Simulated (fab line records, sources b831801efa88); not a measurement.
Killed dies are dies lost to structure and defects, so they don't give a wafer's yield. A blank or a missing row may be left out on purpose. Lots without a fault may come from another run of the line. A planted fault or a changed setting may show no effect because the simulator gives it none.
A struck lot beside a sound one | flow sky130 | 21 steps out of a route of 708
Sound: wafers L403.2, L403.4, L403.5. Struck: wafers L409.2, L409.6. The cause comes at the end.
At each step with rows: each side's tool, then ch and its chambers, then its first start. Under that, the readings that differ: sound wafers | struck wafers | difference of the means | sigmas: that difference in standard deviations of wafers without a fault.
alike: readings whose means differ by less than 2 such deviations, and words and numbers that are the same on both sides. not compared: withheld readings, readings that some wafer has no value for, bounds like >300 that may hide the same value, and numbers for which the record gives no deviation and whose values overlap.
The two part at a step that has a row with sigmas, a row that says differs or no value, or rows on one side only. Numbers that don't overlap but have no deviation are shown without sigmas and don't part them. A reading that every wafer of one side lacks parts them only if that side has two wafers or more.

SKY_SD_N_RS_MEAS_17: measures by four-point-probe.
  sound on film_metro-02, day 29 19:47; struck on film_metro-04, day 30 19:35
  alike: SD_P_RS
SKY_SD_N_RS_MEAS_18: measures by four-point-probe.
  sound on film_metro-02, day 29 19:55; struck on film_metro-04, day 30 19:43
  alike: RES_XHIGH_RS
then, 2 steps without rows for these wafers: SKY_SALICIDE_CLEAN_00 (cleans in HF-last, time 30 s); SKY_LI_CONTACT_HDPCVD_00 (deposits PSG, target thk 930 nm, time 155 s).
SKY_LI_CONTACT_THK_MEAS_01:
  sound on film_metro-02, day 29 20:11; struck on film_metro-04, day 30 19:56
  alike: LI_CONTACT_HDPCVD_THK
SKY_LI_CONTACT_CMP_02: polishes PSG.
  sound on cmp-02 ch 0,1,2, day 29 21:08; struck on cmp-02 ch 2, day 30 19:59
  alike: head_pressure_psi, motor_current_A, platen_rpm, slurry_flow_ml_min, time_to_endpoint_s
SKY_LI_CONTACT_BOW_MEAS_03:
  sound on film_metro-02, day 29 21:22; struck on film_metro-04, day 30 20:19
  alike: LI_CONTACT_BOW
then, 5 steps without rows for these wafers: SKY_LI_CONTACT_DEHYDRATE_04 (time 60 s); SKY_LI_CONTACT_HMDS_05 (prime time 60 s); SKY_LI_CONTACT_COAT_06 (resist thk 60 nm); SKY_LI_CONTACT_COAT_07 (resist thk 450 nm); SKY_LI_CONTACT_SOFTBAKE_08 (time 90 s).
SKY_LI_CONTACT_EXPOSE_09: exposes mask LICM1, target cd 170 nm.
  sound on krf_scanner-01 ch 0, day 30 11:07; struck on krf_scanner-01 ch 0, day 31 10:20
  alike: mask
then, 2 steps without rows for these wafers: SKY_LI_CONTACT_PEB_10; SKY_LI_CONTACT_DEVELOP_11 (develop time 60 s).
SKY_LI_CONTACT_CD_MEAS_12: target cd 170 nm.
  sound on cd_sem-02, day 31 01:04; struck on cd_sem-02, day 32 00:22
  reading    | sound             | struck      | difference | sigmas
  cd_nm (nm) | 171.2 171.0 172.3 | 143.9 142.6 | -28.2      | -20
  not compared: hold
SKY_LI_CONTACT_OVL_MEAS_13:
  sound on overlay-02, day 31 01:10; struck on overlay-01, day 32 03:29
  reading | sound | struck                                            | difference                   | sigmas
  hold    | - - - | await_dispo/3.0h/release await_dispo/3.0h/release | no value on the sound wafers |
  alike: LI_CONTACT_OVL
SKY_LI_CONTACT_ETCH_14: etches BARC in N2/H2, stops on SiO2, time 45.9 s, target depth 60 nm.
  sound on rie_diel-03 ch 0,2,3, day 31 01:11; struck on rie_diel-04 ch 0,3, day 32 03:31
  reading                     | sound             | struck      | difference | sigmas
  model.LI_CONTACT.cd_nm (nm) | 170.7 170.8 173.1 | 143.3 142.3 | -28.7      |
  alike: drypump_motor_current_A, oes_product_au, throttle_valve_pct
  not compared: rf_hours_counter_h
SKY_LI_CONTACT_ETCH_15: etches PSG in C4F8/O2/Ar, stops on Si, target depth 600 nm.
  sound on rie_diel-03 ch 0,2,3, day 31 01:14; struck on rie_diel-04 ch 0,3, day 32 03:34
  reading                     | sound           | struck      | difference | sigmas
  model.LI_CONTACT.cd_nm (nm) | 170 170.6 172.8 | 142.9 142.1 | -28.6      |
  alike: oes_product_au
SKY_LI_CONTACT_STRIP_16: strips in O2/N2.
  sound on plasma_asher-02 ch 0,1, day 31 01:19; struck on plasma_asher-04 ch 0, day 32 03:39
  alike: drypump_motor_current_A, oes_product_au, strip_time_to_endpoint_s
  not compared: rf_hours_counter_h
-- the record jumps here: 16 days lie between the struck wafers' starts before and after (it left off in module LI_CONTACT and takes up again in module PAD_OPEN, whose first step shown is number 708 of the route) --
SKY_PAD_OPEN_PROBE_99:
  sound on prober-02, day 47 01:52; struck on prober-02, day 47 19:02
  reading            | sound     | struck                                            | difference                   | sigmas
  hold               | - - -     | await_dispo/1.8h/release await_dispo/1.8h/release | no value on the sound wafers |
  killed_at_contacts | 22 25 21  | 154 128                                           | +118                         | +22
  killed_dies        | 91 86 101 | 216 213                                           | +122                         | +12
  alike: killed_at_M0_to_M3, killed_at_M4_up, killed_at_front_end, killed_at_other, killed_open, killed_short

WHERE THEY PART
First at SKY_LI_CONTACT_CD_MEAS_12; last, within this record, at SKY_PAD_OPEN_PROBE_99.

WHY: what the simulator had put in
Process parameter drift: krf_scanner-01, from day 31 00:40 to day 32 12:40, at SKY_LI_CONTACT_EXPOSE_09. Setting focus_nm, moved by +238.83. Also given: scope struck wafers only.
